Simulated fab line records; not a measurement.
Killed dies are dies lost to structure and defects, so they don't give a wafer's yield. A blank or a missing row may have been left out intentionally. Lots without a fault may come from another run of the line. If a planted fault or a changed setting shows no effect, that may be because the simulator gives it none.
What tool caused it? | flow sfq-line | at 1 step of a route of 325, 13 lots with 39 wafers sampled

WHAT THE GAUGES SHOWED, per wafer
Not one reading of a measure or inspect step in the record can be checked against a usual standard deviation.

WHAT TOOL EACH LOT RAN ON (gives the tool, then ch and the chambers of the sampled wafers, and finally the start)
lot  | SFQ_TRILAYER_I0_CMP_CMP_028
L971 | cmp-02 ch 1,2,3, day 12 19:20
L973 | cmp-02 ch 0,2,3, day 13 10:20
L975 | cmp-02 ch 0,1,2, day 14 03:28
L976 | cmp-02 ch 2,3, day 14 06:40
L979 | cmp-02 ch 0,1, day 15 06:40
L981 | cmp-01 ch 0,3, day 15 21:08
L987 | cmp-01 ch 0,1,2, day 17 06:46
L988 | cmp-02 ch 0,1,2, day 17 14:59
L989 | cmp-02 ch 0,2,3, day 17 20:45
L990 | cmp-02 ch 1,2, day 17 22:15
L991 | cmp-01 ch 1,3, day 18 00:19
L992 | cmp-01 ch 0,1,3, day 18 04:19
L993 | cmp-02 ch 1,2, day 18 05:15
- SFQ_TRILAYER_I0_CMP_CMP_028: polishes SiO2.

WHAT THE TOOLS THEMSELVES READ (means of the sampled wafers that have a number; where no wafer has one, the mark that the record gives instead)
SFQ_TRILAYER_I0_CMP_CMP_028. Usual: edge-zone-pressure-frac 1.000, standard deviation 0.0053; motor-current-A 9.8 A, standard deviation 0.96; platen-rpm 60.00 rpm, standard deviation 0.034; slurry-filter-dp-kPa 13.50 kPa, standard deviation 0.14; slurry-flow-ml-min 150.0, standard deviation 0.42; time-to-endpoint-s 212 s, standard deviation 8.6.
lot  | tool   | edge-zone-pressure-frac | motor-current-A (A) | platen-rpm (rpm) | slurry-filter-dp-kPa (kPa) | slurry-flow-ml-min | time-to-endpoint-s (s) | flag
L971 | cmp-02 | 0.999                   | 9.3                 | 60.00            | 13.38                      | 150.1              | 216                    |
L973 | cmp-02 | 1.001                   | 10.1                | 59.99            | 13.59                      | 150.2              | 207                    |
L975 | cmp-02 | 1.000                   | 9.9                 | 60.00            | 13.50                      | 150.3              | 210                    |
L976 | cmp-02 | 0.997                   | 10.1                | 60.02            | 13.47                      | 150.1              | 209                    |
L979 | cmp-02 | 1.005                   | 9.6                 | 55.99            | 13.52                      | 149.7              | 221                    | OFF
L981 | cmp-01 | 0.997                   | 10.4                | 60.01            | 13.58                      | 149.7              | 210                    |
L987 | cmp-01 | 0.999                   | 9.5                 | 60.03            | 13.38                      | 149.6              | 213                    |
L988 | cmp-02 | 1.003                   | 9.6                 | 60.01            | 13.53                      | 150.0              | 220                    |
L989 | cmp-02 | 1.004                   | 10.4                | 60.02            | 13.45                      | 149.9              | 210                    |
L990 | cmp-02 | 1.001                   | 8.8                 | 60.00            | 13.51                      | 150.0              | 218                    |
L991 | cmp-01 | 1.002                   | 10.4                | 60.02            | 13.50                      | 150.3              | 201                    |
L992 | cmp-01 | 1.000                   | 9.7                 | 60.00            | 13.64                      | 149.8              | 211                    |
L993 | cmp-02 | 0.993                   | 8.9                 | 60.03            | 13.57                      | 149.4              | 221                    |

THE ANSWER, worked out from the rows above alone
Rule: lot off if the mean of its wafers having a number is beyond 3 standard deviations from the usual mean. A lot without any number at a reading at which 4 lots or more have one is off too. Any other lot the step has rows for is counted as sound. The gauges are gone through in route order, then the tools' own readings, and for those a lot's mean is taken as printed above. The first step at which some lot is off is used, and at that step the reading that is off furthest; a lot without a number counts as furthest.
Off, at SFQ_TRILAYER_I0_CMP_CMP_028 on platen-rpm: L979.
A tool fits if, at that step or a process step before it, it ran every lot that is off, and no sound lot after the first of them. No candidate that was tried fits.

WHAT THE SIMULATOR HAD INSERTED
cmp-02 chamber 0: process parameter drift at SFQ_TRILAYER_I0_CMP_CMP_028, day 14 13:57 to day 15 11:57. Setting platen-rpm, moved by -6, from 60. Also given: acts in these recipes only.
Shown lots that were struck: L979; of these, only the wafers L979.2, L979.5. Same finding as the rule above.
